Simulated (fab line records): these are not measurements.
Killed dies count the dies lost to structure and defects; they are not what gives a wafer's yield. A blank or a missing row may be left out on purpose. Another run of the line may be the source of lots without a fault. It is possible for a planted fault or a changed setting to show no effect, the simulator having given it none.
Comparing a struck lot with a sound one -- flow sky130 -- 43 out of 708 route steps
Sound: these wafers, L418.2, L418.4, L418.6. Struck: wafer L417.1. (L417.2, L417.3 of the same lot were not struck and are left out.) The cause comes at the end.
Order at every step that has rows: each side's tool, ch and its chambers, its first start. Under that, the readings that differ: sound wafers -- struck wafers -- difference of the means -- sigmas: that difference in standard deviations of wafers without a fault.
alike: readings with means less than 2 such deviations apart, plus words and numbers identical on both sides. not compared: withheld readings, readings lacking a value on some wafer, bounds such as >300 that could conceal the same value, and numbers that have no deviation in the record and whose values overlap.
The two part at a step that has a row with sigmas, a row that says differs or no value, or rows on one side only. Non-overlapping numbers with no deviation appear without sigmas and do not part them. A reading that every wafer of one side lacks parts them only if that side has two wafers or more.

SKY_VIA3_ETCH_15: etches SiO2 in C4F8/O2/Ar, stops on TiN, target depth 507 nm, time 78 s.
  sound on rie-diel-03 ch 0,2,3, day 40 15:05; struck on rie-diel-03 ch 3, day 40 16:02
  alike: oes-product-au
  not compared: rf-hours-counter-h
then, 5 steps without rows for these wafers: SKY_VIA3_STRIP_16 (strips in O2/N2); SKY_VIA3_STRIP_17 (strips in post etch residue remover, time 1200 s); SKY_VIA3_CLEAN_18 (cleans in IPA, time 180 s); SKY_VIA3_CLEAN_19 (cleans in O3/DIW); SKY_VIA3_SPUTTER_20 (material TiN, target thk 20 nm, time 80 s).
SKY_VIA3_CVD_21: deposits W, target thk 390 nm, time 117.31 s.
  sound on cvd-w-01 ch 0,1, day 40 15:53; struck on cvd-w-02 ch 0, day 40 16:47
  alike: heater-power-w
SKY_VIA3_RS_MEAS_22: uses a four-point probe to measure.
  sound on film-metro-02 at day 40 16:01; struck on film-metro-04 at day 40 16:54
reading,sound,struck,difference,sigmas
VIA3_W_RS (ohm/sq),0.289 0.291 0.291,0.297,+0.007,+2
SKY_VIA3_THK_MEAS_23: measures by xrf.
  sound on film-metro-02 at day 40 16:08; struck on film-metro-04 at day 40 17:01
  alike: VIA3_W_THK
then, 1 step without rows for these wafers: SKY_VIA3_CMP_24 (polishes, stops on SiO2, t overpolish 20 s, target thk 0 nm).
SKY_METAL4_SPUTTER_00: material Ti, target thk 15 nm, time 10 s.
  sound on pvd-sputter-04 at day 40 16:29; struck on pvd-sputter-04 at day 40 17:23
  alike: throttle-valve-pct
SKY_METAL4_SPUTTER_01: material TiN, target thk 20 nm, time 16.7 s.
  sound on pvd-sputter-04 at day 40 16:30; struck on pvd-sputter-04 at day 40 17:25
  alike: throttle-valve-pct
SKY_METAL4_SPUTTER_02: material AlCu, target thk 735 nm, time 39.1 s.
  sound on pvd-sputter-04 at day 40 16:32; struck on pvd-sputter-04 at day 40 17:26
  alike: throttle-valve-pct
then, 3 steps without rows for these wafers: SKY_METAL4_SPUTTER_03 (material Ti, target thk 5 nm, time 3.3 s); SKY_METAL4_SPUTTER_04 (material TiN, target thk 70 nm, time 58.3 s); SKY_CAP2M_CVD_00 (deposits SiO2, target thk 15.5 nm).
SKY_CAP2M_THK_MEAS_01:
  sound on film-metro-03 at day 40 16:40; struck on film-metro-03 at day 40 17:34
reading,sound,struck,difference,sigmas
CAP2M_CVD_00_THK (nm),15.29 15.52 15.66,14.97,-0.52,-2
then, 1 step without rows for these wafers: SKY_CAP2M_SPUTTER_02 (material TiN, target thk 200 nm, time 166.7 s).
SKY_CAP2M_RS_MEAS_03: uses a four-point probe to measure.
  sound on film-metro-03 at day 40 16:50; struck on film-metro-03 at day 40 17:44
  alike: CAP2M_TIN_RS
SKY_CAP2M_THK_MEAS_04: measures by xrf.
  sound on film-metro-03 at day 40 16:57; struck on film-metro-03 at day 40 17:51
  alike: CAP2M_TIN_THK
then, 7 steps without rows for these wafers: SKY_CAP2M_DEHYDRATE_05 (time 60 s); SKY_CAP2M_HMDS_06 (prime time 60 s); SKY_CAP2M_COAT_07 (resist thk 1140 nm); SKY_CAP2M_SOFTBAKE_08 (time 60 s); SKY_CAP2M_EXPOSE_09 (exposes mask CAP2M, target cd 1000 nm); SKY_CAP2M_PEB_10; SKY_CAP2M_DEVELOP_11 (develop time 60 s).
SKY_CAP2M_OVL_MEAS_12:
  sound on overlay-02 at day 41 16:26; struck on overlay-01 at day 41 17:32
reading,sound,struck,difference,sigmas
CAP2M_OVL (nm),1.9 1.2 2.7,-2.4,-4.3,-3
then, 1 step without rows for these wafers: SKY_CAP2M_METAL_ETCH_13 (etches TiN in Cl2/BCl3, stops on SiO2, target depth 220 nm, time 62.9 s).
SKY_CAP2M_STRIP_14: strips in O2/N2.
  sound on plasma-asher-02 ch 0,1, day 41 16:32; struck on plasma-asher-03 ch 0, day 41 17:39
reading,sound,struck,difference,sigmas
oes-product-au (a.u.),0.706 0.715 0.703,0.717,+0.009,+2
  alike: drypump-motor-current-A, n2-flow-sccm, strip-time-to-endpoint-s
  not compared: rf-hours-counter-h
then, 11 steps without rows for these wafers: SKY_CAP2M_STRIP_15 (strips in post etch residue remover, time 1200 s); SKY_CAP2M_CLEAN_16 (cleans in IPA, time 180 s); SKY_CAP2M_CLEAN_17 (cleans in O3/DIW); SKY_METAL4_DEHYDRATE_05 (time 60 s); SKY_METAL4_HMDS_06 (prime time 60 s); SKY_METAL4_COAT_07 (resist thk 60 nm); SKY_METAL4_COAT_08 (resist thk 1140 nm); SKY_METAL4_SOFTBAKE_09 (time 90 s); SKY_METAL4_EXPOSE_10 (exposes mask MM4, target cd 300 nm); SKY_METAL4_PEB_11; SKY_METAL4_DEVELOP_12 (develop time 60 s).
SKY_METAL4_CD_MEAS_13 targets a cd of 300 nm.
  sound on cd-sem-02 at day 42 17:28; struck on cd-sem-01 at day 42 18:08
  alike: cd-nm
-- the record jumps here: 4 days lie between the struck wafers' starts before and after (it left off in module METAL4 and takes up again in module PAD_OPEN, whose first step shown is number 708 of the route) --
SKY_PAD_OPEN_PROBE_99:
  sound on prober-02 at day 46 23:00; struck on prober-01 at day 46 22:57
reading,sound,struck,difference,sigmas
hold,- - -,await-dispo/1.6h/release,no value on the sound wafers,
defect-limited-yield (%),83.3 83.5 79.9,76.4,-5.8,-3
killed_at_M4_up,6 5 3,44,+39,+20
killed-dies,82 81 99,116,+29,+3
killed-short,38 37 51,28,-14,-2
sort_bin_3_pad_short (%),0.6 0.6 1.4,2.6,+1.7,+4
sort_bin_5_function (%),9.1 9.3 11.8,14.0,+3.9,+3
sort-n-pass,410 411 393,376,-29,-3
sort-yield-pct (%),83.3 83.5 79.9,76.4,-5.8,-3
model.etest.tester.sort-n-pass,410 411 393,376,-29,
model.etest.tester.sort-yield-pct (%),83.33 83.54 79.88,76.42,-5.83,
model.etest.tester.sort_bin_5_pct (%),9.146 9.35 11.79,14.02,+3.92,
model.etest.tester.sort_bin_3_pct (%),0.6098 0.6098 1.423,2.642,+1.761,
  alike: killed_at_M0_to_M3, killed-at-contacts, killed-at-front-end, killed-at-other, killed-open, sort_bin_6_memory

WHERE THEY PART
Earliest at SKY_VIA3_RS_MEAS_22; latest, in this record, at SKY_PAD_OPEN_PROBE_99.

WHY: what had been put in by the simulator
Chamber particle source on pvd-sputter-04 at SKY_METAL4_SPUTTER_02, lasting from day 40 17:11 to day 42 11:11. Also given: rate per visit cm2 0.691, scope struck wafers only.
